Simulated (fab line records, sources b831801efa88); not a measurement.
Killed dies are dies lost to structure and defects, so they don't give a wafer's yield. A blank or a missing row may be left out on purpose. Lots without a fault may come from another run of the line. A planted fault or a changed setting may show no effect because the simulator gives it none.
fab line records | flow sfq_line
record lots=14 wafers=42 last_day=86
route steps=325 shown M1@59
lots that met no fault: from a run of the same line without faults
start_h: hours from the record's first day to the start of the lot's first wafer shown | wait_h: hours since the lot's step before | " the same as in the row above | L1.1+2: a row that stands for several wafers | - no value, or no start given | * or withheld: withheld | < > ~ a bound
route shown NAME@n: a module of which the file shows steps, and the number in the route of the first | usual: mean/standard deviation of fault-free wafers | same: alike in all rows | chamber/n: place in a boat | sites: the reading at each site | _std_site: their standard deviation | _edge_site: outer sites' mean less inner sites' | radius_mm: how far each site lies from the wafer's centre | mask NAME#n: copy n | behind: the tool/chamber that last shaped the wafer | hold: why the lot was held/for how many hours/how that ended | device: the transistor (n, p or np) that didn't switch | end of line: the same wafers' tests at the end of the route | a step without rows: its recipe alone | killed: dies lost to structure and defects at the first sort, not the wafer's yield | map: a wafer's dies, x killed, . not, _ none there
set.NAME: the setting as run; set.NAME@STEP: as run at that earlier step | model.NAME: the simulator's own value behind a step, which no gauge read
steps of the route over a sample of lots; a table a step, a row a wafer
services: from which hour (start_h, from the record's first day; less than 0 if before it) a tool's chamber was out of use, for how many hours, and why
## steps
# step SFQ_TRILAYER_M1_DEP_SPUTTER_037
# recipe material=Nb base_pressure_pa=1.33e-06 chamber_pressure_pa=0.1333 substrate_temp_c=20 resputter_cathode_voltage_v=400 target_thk_nm=200 power_w=2000 time_s=133.3
# usual substrate_temp_c=20.01/0.11 throttle_valve_pct=29.6/1.1
# columns lot.wafer tool chamber start_h wait_h substrate_temp_c throttle_valve_pct
L207.2 pvd_sputter-06 - 227.86 0.0 19.82 28.1
L207.4 " - " " 19.92 28.6
L207.5 " - " " 20.09 29.4
L208.3 pvd_sputter-04 - 240.79 0.0 19.98 30.3
L208.4 " - " " 20.07 29.1
L208.6 " - " " 20.08 29.0
L209.3 pvd_sputter-04 - 357.60 0.0 19.98 28.9
L209.5 " - " " 20.02 30.8
L209.6 " - " " 20.03 29.0
L210.3 pvd_sputter-04 - 377.49 0.0 19.96 28.7
L210.5 " - " " 19.94 30.9
L210.6 " - " " 19.81 29.1
L211.2 pvd_sputter-04 - 387.13 0.0 20.01 29.0
L211.3 " - " " 20.27 30.5
L211.4 " - " " 20.08 30.3
L212.4 pvd_sputter-06 - 397.93 0.0 19.84 30.1
L212.5 " - " " 20.06 28.6
L212.6 " - " " 20.09 30.4
L212.4 pvd_sputter-06 - 398.19 0.2 19.97 30.4
L212.5 " - " " 20.22 28.7
L212.6 " - " " 20.03 30.2
L216.1 pvd_sputter-03 - 438.31 0.0 19.90 31.2
L216.2 " - " " 20.03 30.3
L216.3 " - " " 20.14 29.6
L217.1 pvd_sputter-03 - 445.93 0.0 20.04 29.9
L217.5 " - " " 20.09 30.4
L217.6 " - " " 20.05 31.3
L217.1 pvd_sputter-03 - 446.19 0.2 19.97 29.6
L217.5 " - " " 20.01 30.2
L217.6 " - " " 20.09 31.0
L222.2 pvd_sputter-03 - 494.93 0.0 19.99 31.3
L222.3 " - " " 20.10 30.1
L222.6 " - " " 20.13 31.5
L223.4 pvd_sputter-06 - 497.33 0.0 20.01 28.0
L223.5 " - " " 19.98 27.8
L223.6 " - " " 20.03 29.5
L224.1 pvd_sputter-04 - 499.73 0.0 19.89 28.7
L224.3 " - " " 20.00 30.1
L224.4 " - " " 20.22 30.9
L225.2 pvd_sputter-03 - 500.93 0.0 19.99 27.7
L225.3 " - " " 20.07 30.2
L225.4 " - " " 20.05 31.3
L228.1 pvd_sputter-04 - 514.15 0.0 20.01 28.9
L228.3 " - " " 20.16 29.0
L228.4 " - " " 20.15 30.8
L230.4 pvd_sputter-06 - 517.87 0.0 20.02 30.4
L230.5 " - " " 20.00 30.3
L230.6 " - " " 20.14 28.6
# step SFQ_M1_RS_MEAS_909
# recipe thk_meas_gauge=four-point-probe reads=Nb_of_TRILAYER_M1_DEP_SPUTTER_037
# usual M1_NB_RS=0.890/0.0082
# columns lot.wafer tool chamber start_h wait_h M1_NB_RS[ohm/sq]
L207.2 film_metro-03 - 227.97 0.1 0.877
L207.4 " - " " 0.877
L207.5 " - " " 0.876
L208.3 film_metro-01 - 240.92 0.1 0.889
L208.4 " - " " 0.893
L208.6 " - " " 0.899
L209.3 film_metro-02 - 357.73 0.1 0.885
L209.5 " - " " 0.892
L209.6 " - " " 0.889
L210.3 film_metro-01 - 377.62 0.1 0.895
L210.5 " - " " 0.887
L210.6 " - " " 0.891
L211.2 film_metro-01 - 387.24 0.1 0.884
L211.3 " - " " 0.884
L211.4 " - " " 0.884
L212.4 film_metro-03 - 398.34 0.1 0.442
L212.5 " - " " 0.439
L212.6 " - " " 0.441
L216.1 film_metro-02 - 438.40 0.0 0.894
L216.2 " - " " 0.886
L216.3 " - " " 0.883
L217.1 film_metro-03 - 446.28 0.0 0.444
L217.5 " - " " 0.446
L217.6 " - " " 0.445
L222.2 film_metro-02 - 495.04 0.1 0.901
L222.3 " - " " 0.898
L222.6 " - " " 0.902
L223.4 film_metro-03 - 497.48 0.1 0.880
L223.5 " - " " 0.876
L223.6 " - " " 0.884
L224.1 film_metro-01 - 499.82 0.0 0.874
L224.3 " - " " 0.879
L224.4 " - " " 0.882
L225.2 film_metro-02 - 501.04 0.1 0.898
L225.3 " - " " 0.910
L225.4 " - " " 0.903
L228.1 film_metro-02 - 514.24 0.0 0.891
L228.3 " - " " 0.882
L228.4 " - " " 0.888
L230.4 film_metro-02 - 518.02 0.1 0.893
L230.5 " - " " 0.890
L230.6 " - " " 0.890
# step SFQ_TRILAYER_M1_ETCH_METAL_ETCH_042
# recipe target=Nb stop_on=SiO2 mask_material=PR chemistry=Cl2/Ar target_depth_nm=240 icp_w=600 bias_w=80 pressure_mtorr=10 time_s=120
# usual drypump_motor_current_A=5.5/0.51 oes_product_au=0.894/0.0069
# columns lot.wafer tool chamber start_h wait_h drypump_motor_current_A oes_product_au rf_hours_counter_h
L207.2 rie_metal-04 1 236.33 0.0 5.7 0.908 25
L207.4 " 0 " " 4.8 0.897 -
L207.5 " 1 " " 5.8 0.888 -
L208.3 rie_metal-04 0 243.66 0.1 4.8 0.895 -
L208.4 " 1 " " 5.8 0.892 -
L208.6 " 1 " " 5.8 0.885 -
L209.3 rie_metal-01 1 360.45 0.1 6.2 0.899 -
L209.5 " 1 " " 6.2 0.886 -
L209.6 " 0 " " 5.3 0.885 -
L210.3 rie_metal-04 1 380.28 0.1 5.8 0.888 -
L210.5 " 1 " " 5.8 0.900 -
L210.6 " 0 " " 4.8 0.892 -
L211.2 rie_metal-02 1 509.63 0.0 5.2 0.895 72
L211.3 " 1 " " 5.2 0.896 -
L211.4 " 0 " " 6.1 0.894 -
L212.4 rie_metal-04 1 525.40 0.1 5.8 1.003 -
L212.5 " 1 " " 5.8 0.990 -
L212.6 " 0 " " 4.8 1.017 -
L216.1 rie_metal-04 1 594.96 0.0 5.8 0.895 75
L216.2 " 0 " " 4.8 0.898 84
L216.3 " 1 " " 5.7 0.897 -
L217.1 rie_metal-04 1 606.96 0.0 5.8 1.006 77
L217.5 " 1 " " 5.8 1.003 -
L217.6 " 0 " " 4.8 1.012 -
L222.2 rie_metal-01 1 660.21 0.0 6.2 0.894 73
L222.3 " 1 " " 6.2 0.880 -
L222.6 " 1 " " 6.2 0.888 -
L223.4 rie_metal-02 0 662.65 0.1 6.1 0.902 -
L223.5 " 1 " " 5.2 0.903 -
L223.6 " 0 " " 6.1 0.897 -
L224.1 rie_metal-04 0 663.81 0.0 4.8 0.897 93
L224.3 " 0 " " 4.8 0.899 -
L224.4 " 1 " " 5.8 0.895 -
L225.2 rie_metal-01 0 665.01 0.0 5.3 0.890 128
L225.3 " 1 " " 6.2 0.886 -
L225.4 " 0 " " 5.3 0.892 -
L228.1 rie_metal-02 0 675.81 0.0 6.1 0.885 99
L228.3 " 1 " " 5.2 0.899 -
L228.4 " 0 " " 6.1 0.899 -
L230.4 rie_metal-04 1 680.65 0.1 5.8 0.898 -
L230.5 " 0 " " 4.8 0.895 -
L230.6 " 1 " " 5.8 0.893 -
## services
# columns tool chamber start_h hours kind
pvd_sputter-04 - 218.60 12.5 repair
rie_metal-04 - 230.58 2.8 pm
rie_metal-02 0 236.28 11.7 repair
rie_metal-01 - 243.20 1.4 pm
pvd_sputter-03 - 254.51 1.5 repair
rie_metal-04 - 269.96 1.2 repair
rie_metal-02 0 289.66 11.2 repair
pvd_sputter-04 - 302.71 4.4 repair
rie_metal-01 - 316.82 1.0 repair
rie_metal-02 0 327.09 12.5 repair
pvd_sputter-03 - 350.46 4.2 repair
pvd_sputter-06 - 378.95 5.1 repair
pvd_sputter-04 - 383.54 0.8 repair
pvd_sputter-03 - 387.93 2.1 repair
pvd_sputter-03 - 425.60 1.7 repair
pvd_sputter-06 - 525.90 0.8 repair
rie_metal-04 1 568.46 8.6 repair
rie_metal-02 0 575.51 4.6 repair
rie_metal-02 0 592.82 10.0 repair
pvd_sputter-03 - 598.94 8.6 repair
pvd_sputter-03 - 614.11 3.7 repair
rie_metal-01 1 616.85 12.0 repair
pvd_sputter-04 - 623.79 2.4 repair
pvd_sputter-03 - 640.58 2.5 repair
## key
first_sign step=SFQ_TRILAYER_M1_DEP_SPUTTER_037 reading=visit direction=added
effect step=SFQ_M1_RS_MEAS_909 reading=M1_NB_RS direction=down sigmas=55 usual=0.890 struck=0.443
effect step=SFQ_TRILAYER_M1_ETCH_METAL_ETCH_042 reading=oes_product_au direction=up sigmas=16 usual=0.894 struck=1.005
met_at SFQ_TRILAYER_M1_DEP_SPUTTER_037
struck_lots L212,L217
fault kind=repeated_step_whole tool=pvd_sputter-03,pvd_sputter-04,pvd_sputter-06 chamber=- onset_h=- steps=SFQ_TRILAYER_M1_DEP_SPUTTER_037 times=1 scope=struck_lots_only
